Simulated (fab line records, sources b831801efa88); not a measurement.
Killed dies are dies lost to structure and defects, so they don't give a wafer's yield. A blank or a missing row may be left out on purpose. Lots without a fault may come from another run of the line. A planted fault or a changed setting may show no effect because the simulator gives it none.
Which tool did it? | flow gf180mcu | 14 lots, 42 wafers sampled, at 4 steps of a route of 602

WHAT THE GAUGES READ, wafer by wafer
GF_PSD_RS_MEAS_14: measures by four-point-probe.
lot  | measured     | on            | NSD_RS (ohm/sq)
L431 | day 14 00:28 | film_metro-04 | 46.15 46.16 46.14
L433 | day 14 13:01 | film_metro-04 | 46.19 46.15 46.00
L434 | day 14 18:42 | film_metro-01 | 46.13 46.14 46.15
L435 | day 15 06:11 | film_metro-01 | 46.30 46.20 46.15
L437 | day 15 18:52 | film_metro-03 | 46.21 46.16 46.18
L438 | day 16 07:20 | film_metro-04 | 46.04 45.90 46.06
L440 | day 17 08:04 | film_metro-03 | 46.20 46.10 46.20
L441 | day 17 08:33 | film_metro-03 | 46.15 46.05 46.21
L442 | day 17 15:29 | film_metro-04 | 46.10 46.15 46.21
L443 | day 17 21:54 | film_metro-04 | 46.10 46.22 45.98
L444 | day 18 18:10 | film_metro-04 | 46.11 46.17 46.25
L451 | day 20 21:40 | film_metro-04 | 46.20 46.16 46.24
L452 | day 21 11:41 | film_metro-03 | 46.13 46.12 46.05
L454 | day 22 01:21 | film_metro-03 | 46.32 46.24 46.29

GF_SALICIDE_THK_MEAS_05: measures by xrf.
lot  | measured     | on            | SALICIDE_TIN_THK (nm)
L431 | day 14 20:55 | film_metro-02 | 19.7 19.9 19.8
L433 | day 15 12:02 | film_metro-03 | 20.6 20.3 20.6
L434 | day 15 17:25 | film_metro-02 | 19.6 20.1 19.9
L435 | day 16 05:06 | film_metro-03 | 20.2 20.1 20.2
L437 | day 16 17:40 | film_metro-03 | 20.1 19.9 19.9
L438 | day 17 07:59 | film_metro-04 | 20.0 20.3 20.5
L440 | day 18 08:22 | film_metro-02 | 20.1 20.2 20.3
L441 | day 18 08:38 | film_metro-04 | 19.7 19.8 19.6
L442 | day 18 15:44 | film_metro-02 | 20.5 20.2 20.5
L443 | day 18 23:31 | film_metro-03 | 20.1 20.0 20.3
L444 | day 19 19:11 | film_metro-04 | 19.8 20.1 19.7
L451 | day 21 22:41 | film_metro-04 | 19.6 19.5 19.8
L452 | day 22 11:05 | film_metro-03 | 20.2 20.1 20.2
L454 | day 23 01:15 | film_metro-02 | 19.8 19.7 19.8

WHICH TOOL RAN EACH LOT (tool, then ch and the chambers of the sampled wafers, then the start)
lot  | GF_POLY_GATE_ETCH_13             | GF_SALICIDE_SPUTTER_03
L431 | rie_si-02 ch 0,3, day 8 23:41    | pvd_sputter-03, day 14 20:46
L433 | rie_si-02 ch 0,2,3, day 9 07:37  | pvd_sputter-02, day 15 11:53
L434 | rie_si-02 ch 0,1, day 9 14:08    | pvd_sputter-03, day 15 17:14
L435 | rie_si-02 ch 0,3, day 9 23:13    | pvd_sputter-01, day 16 04:56
L437 | rie_si-01 ch 0,1, day 10 12:46   | pvd_sputter-02, day 16 17:29
L438 | rie_si-01 ch 0,2,3, day 10 19:02 | pvd_sputter-01, day 17 07:49
L440 | rie_si-02 ch 0,2,3, day 11 11:07 | pvd_sputter-03, day 18 08:12
L441 | rie_si-02 ch 0,2, day 11 13:13   | pvd_sputter-02, day 18 08:29
L442 | rie_si-02 ch 0,3, day 11 20:29   | pvd_sputter-01, day 18 15:34
L443 | rie_si-01 ch 0,2,3, day 12 06:22 | pvd_sputter-02, day 18 23:22
L444 | rie_si-02 ch 0,2,3, day 12 17:46 | pvd_sputter-01, day 19 19:01
L451 | rie_si-01 ch 0,1, day 14 15:23   | pvd_sputter-03, day 21 22:31
L452 | rie_si-02 ch 0,1, day 15 07:10   | pvd_sputter-02, day 22 10:56
L454 | rie_si-01 ch 0,1,2, day 15 18:44 | pvd_sputter-03, day 23 01:05
- GF_POLY_GATE_ETCH_13: etches poly-Si in HBr/Cl2, stops on SiO2, target depth 198.5 nm, time 69.6 s.
- GF_SALICIDE_SPUTTER_03: material TiN, target thk 20 nm, time 16.7 s.

WHAT THE TOOLS THEMSELVES READ (means of the sampled wafers that have a number; where no wafer has one, the mark that the record gives instead)
GF_POLY_GATE_ETCH_13.
lot  | tool      | bias_w (W) | drypump_motor_current_A (A) | oes_product_au (a.u.) | throttle_valve_pct (%)
L431 | rie_si-02 | 100.0      | 6.00                        | 0.985                 | 33.675
L433 | rie_si-02 | 100.0      | 6.14                        | 0.991                 | 33.693
L434 | rie_si-02 | 99.9       | 5.91                        | 0.984                 | 33.680
L435 | rie_si-02 | 100.2      | 6.07                        | 0.989                 | 33.687
L437 | rie_si-01 | 99.8       | 5.75                        | 0.989                 | 33.679
L438 | rie_si-01 | 100.0      | 6.00                        | 0.985                 | 33.681
L440 | rie_si-02 | 100.0      | 6.14                        | 0.987                 | 33.689
L441 | rie_si-02 | 94.1       | 6.28                        | 0.978                 | 33.686
L442 | rie_si-02 | 93.6       | 6.03                        | 0.993                 | 33.684
L443 | rie_si-01 | 100.0      | 6.00                        | 0.994                 | 33.683
L444 | rie_si-02 | 94.2       | 6.13                        | 0.982                 | 33.682
L451 | rie_si-01 | 100.1      | 5.75                        | 0.986                 | 33.689
L452 | rie_si-02 | 100.1      | 5.88                        | 0.993                 | 33.680
L454 | rie_si-01 | 99.8       | 5.87                        | 0.989                 | 33.680

GF_SALICIDE_SPUTTER_03.
lot  | tool           | throttle_valve_pct (%)
L431 | pvd_sputter-03 | 30.0
L433 | pvd_sputter-02 | 30.2
L434 | pvd_sputter-03 | 29.7
L435 | pvd_sputter-01 | 30.5
L437 | pvd_sputter-02 | 30.7
L438 | pvd_sputter-01 | 30.4
L440 | pvd_sputter-03 | 30.0
L441 | pvd_sputter-02 | 29.4
L442 | pvd_sputter-01 | 30.9
L443 | pvd_sputter-02 | 30.4
L444 | pvd_sputter-01 | 30.6
L451 | pvd_sputter-03 | 29.0
L452 | pvd_sputter-02 | 31.1
L454 | pvd_sputter-03 | 29.3

THE ANSWER, worked out from the rows above alone
Rule: what is usual is taken from the lots themselves. Put in order of their means at a reading, lots are off if they are a third of the lots or fewer, leave a main group of 4 or more, and stand apart from it by a gap of 3 or more times the standard deviation of the main group's means; of several such gaps the widest counts. A main group whose means are all the same, to the digits that the tables above print for the reading, isn't used. A lot without any number at a reading at which 4 lots or more have one is off too. The other lots that the step has rows for count as sound. The gauges are gone through in route order, then the tools' own readings, and for those a lot's mean is taken as printed above. The first step at which some lot is off is used, and at that step the reading that is off furthest; a lot without a number counts as furthest.
Off: L441, L442, L444, at GF_POLY_GATE_ETCH_13 (bias_w). The main group: mean 100.0 W, standard deviation 0.12.
A tool fits if, at that step or a process step before it, it ran every lot that is off, and no sound lot after the first of them. None of those tried fits.

WHAT THE SIMULATOR HAD PUT IN
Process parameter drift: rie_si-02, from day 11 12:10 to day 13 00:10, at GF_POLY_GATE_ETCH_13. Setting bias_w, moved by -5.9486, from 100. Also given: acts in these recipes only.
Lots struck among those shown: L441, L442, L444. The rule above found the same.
